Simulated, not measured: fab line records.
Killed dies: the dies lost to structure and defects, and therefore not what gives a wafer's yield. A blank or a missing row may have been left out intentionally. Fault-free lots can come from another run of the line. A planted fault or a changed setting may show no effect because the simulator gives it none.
Comparing a struck lot with a sound one    flow sky130    36 out of 708 route steps
Sound: the wafers L123.1, L123.3, L123.5. Wafers struck: L112.1, L112.3, L112.6. At the end, the cause is stated.
Per side, at each step with rows, come the tool, then ch with its chambers, and then its first start. Under that, the readings that differ: sound wafers    struck wafers    difference of the means    sigmas: that difference in standard deviations of wafers without a fault.
alike: same words and numbers on both sides, and readings whose means sit less than 2 such deviations apart. not compared: any withheld reading, any reading some wafer has no value for, any bound like >300 that may hide the same value, and any number with overlapping values for which the record gives no deviation.
A row with sigmas, a row that says differs or no value, or rows on one side alone: a step with any of these is where the two part. Non-overlapping numbers with no deviation appear without sigmas and do not part them. A reading missing from all wafers of one side parts the sides only when that side holds two or more wafers.

first, 10 steps without rows for these wafers: SKY_GATE_OXIDE_COAT_05 (resist thk 1140 nm); SKY_GATE_OXIDE_SOFTBAKE_06 (time 60 s); SKY_GATE_OXIDE_EXPOSE_07 (exposes mask LVOM, target cd 600 nm); SKY_GATE_OXIDE_PEB_08; SKY_GATE_OXIDE_DEVELOP_09 (develop time 60 s); SKY_GATE_OXIDE_IMPLANT_11; SKY_GATE_OXIDE_WET_ETCH_12 (etches SiO2 in dHF, target depth 16.8 nm, time 336 s); SKY_GATE_OXIDE_STRIP_13 (strips in O2/N2); SKY_GATE_OXIDE_CLEAN_15 (cleans in SC1/SC2, time 150 s); SKY_GATE_OXIDE_OXIDATION_16 (stabilise 600 s, purge 300 s, target thk 3.57 nm).
SKY_POLY_GATE_CVD_00: deposits poly-Si, target thk 180 nm, time 720 s.
  sound on lpcvd-01 ch 0, day 20 10:34; struck on lpcvd-01 ch 1, day 16 17:43
reading                                        sound              struck             difference  sigmas
spike-tc-centre-C (C)                          619.5 620.3 620.3  623.6 624.4 625.5  +4.5        +4
spike-tc-upper-C (C)                           617.9 618.9 616.7  569.4 571.4 570.9  -47.3       -39
zone-power-top-pct (%)                         17.6 17.6 17.5     23.6 23.9 23.3     +6.0        +10
zone-power-upper-pct (%)                       8.9 8.9 9.0        0.0 0.0 0.0        -8.9        -11
model.poly-Si_of_POLY_GATE_CVD_00.thk-nm (nm)  184.3 184.3 185.4  118.7 110.4 117.5  -69.1       
  alike: spike-tc-top-C, zone-power-centre-pct
SKY_POLY_GATE_THK_MEAS_01:
  sound on film-metro-04, day 20 11:46; struck on film-metro-02, day 16 18:55
reading                    sound              struck             difference  sigmas
POLY_GATE_CVD_00_THK (nm)  184.4 184.2 185.4  118.7 110.4 117.5  -69.1       -33
then, 9 steps without rows for these wafers: SKY_RES_PROTECT_DEHYDRATE_00 (time 60 s); SKY_RES_PROTECT_HMDS_01 (prime time 60 s); SKY_RES_PROTECT_COAT_02 (resist thk 1140 nm); SKY_RES_PROTECT_SOFTBAKE_03 (time 60 s); SKY_RES_PROTECT_EXPOSE_04 (exposes mask RPM, target cd 1270 nm); SKY_RES_PROTECT_PEB_05; SKY_RES_PROTECT_DEVELOP_06 (develop time 60 s); SKY_POLY_GATE_IMPLANT_02; SKY_RES_PROTECT_STRIP_07 (strips in O2/N2).
SKY_RES_PROTECT_CLEAN_09: cleans in SC1/SC2, time 150 s.
  sound on wet-bench-04 ch 2, day 21 18:18; struck on wet-bench-04 ch 2, day 18 00:06
reading                                        sound              struck             difference  sigmas
model.poly-Si_of_POLY_GATE_CVD_00.thk-nm (nm)  183.7 183.6 184.8  118.1 109.8 116.9  -69.1       
then, 11 steps without rows for these wafers: SKY_POLY_GATE_CVD_03 (deposits Si3N4 from DCS/NH3, target thk 75 nm, time 1290 s); SKY_POLY_GATE_DEHYDRATE_05 (time 60 s); SKY_POLY_GATE_HMDS_06 (prime time 60 s); SKY_POLY_GATE_COAT_07 (resist thk 110 nm); SKY_POLY_GATE_COAT_08 (resist thk 450 nm); SKY_POLY_GATE_SOFTBAKE_09 (time 90 s); SKY_POLY_GATE_EXPOSE_10 (exposes mask P1M, target cd 150 nm); SKY_POLY_GATE_PEB_11; SKY_POLY_GATE_DEVELOP_12 (develop time 60 s); SKY_POLY_GATE_ETCH_15 (etches BARC in N2/H2, stops on SiO2, time 118.5 s, target depth 110 nm); SKY_POLY_GATE_ETCH_16 (etches Si3N4 in CH3F/O2, stops on poly-Si, time 147.5 s, target depth 75 nm).
SKY_POLY_GATE_ETCH_17: etches poly-Si in HBr/Cl2, stops on SiO2, target depth 180 nm, time 70.5 s.
  sound on rie-si-02 ch 0,2,3, day 23 02:41; struck on rie-si-02 ch 1,2, day 19 09:26
reading                                sound              struck             difference  sigmas
oes-product-au (a.u.)                  0.995 0.995 0.988  0.749 0.720 0.744  -0.255      -33
model.POLY_GATE.feature-depth-nm (nm)  180.9 179.9 177.8  118.1 109.8 116.9  -64.6       
model.etch.depth-nm (nm)               180.9 179.9 177.8  118.1 109.8 116.9  -64.6       
  alike: bias-w, drypump-motor-current-A, throttle-valve-pct
  not compared: rf-hours-counter-h
then, 1 step without rows for these wafers: SKY_POLY_GATE_STRIP_18 (strips in O2/N2).
-- here the record skips 28 days between the struck wafers' starts before and after, leaving off in module POLY_GATE and picking up in module PAD_OPEN (first step shown: number 708 of the route) --
SKY_PAD_OPEN_PROBE_99:
  sound on prober-02, day 50 06:26; struck on prober-01, day 47 15:35
reading                                sound              struck             difference  sigmas
model.etest.res-high-po.line-ohm-um    709.1 741.3 713.4  1086 1144 1102     +389        
model.etest.res-poly.line-ohm-um       488 508.6 496.3    798.7 820.1 808.3  +311.4      
model.etest.tip-sonos.rs-ohm-sq        2676 2646 2639     2522 2472 2500     -156        
model.etest.tip-p.rs-ohm-sq            6866 6849 6824     7043 7598 7037     +380        
model.etest.res-high-po.rs-ohm-sq      250.5 257.2 253.6  380.4 400.5 381.5  +133.7      
model.etest.res-poly.rs-ohm-sq         46.16 47.43 46.81  73.19 78.02 74.36  +28.39      
model.etest.nfet_01v8_lvt.drive-ua-um  566.2 564.1 556    617.5 656.7 602.1  +63.3       
  alike: killed_at_M0_to_M3, killed_at_M4_up, killed-at-contacts, killed-at-front-end, killed-at-other, killed-dies, killed-on-rim, killed-open, killed-short
  not compared: model.etest.pfet_01v8.r-on-ohm-um

## WHERE THEY PART
At SKY_POLY_GATE_CVD_00 first; at SKY_POLY_GATE_ETCH_17 last (within this record only). Later steps at which nothing parts them and some readings are alike: SKY_PAD_OPEN_PROBE_99.

WHY: whatever the simulator had introduced
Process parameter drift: lpcvd-01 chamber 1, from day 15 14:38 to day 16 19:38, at SKY_POLY_GATE_CVD_00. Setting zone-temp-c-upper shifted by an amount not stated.
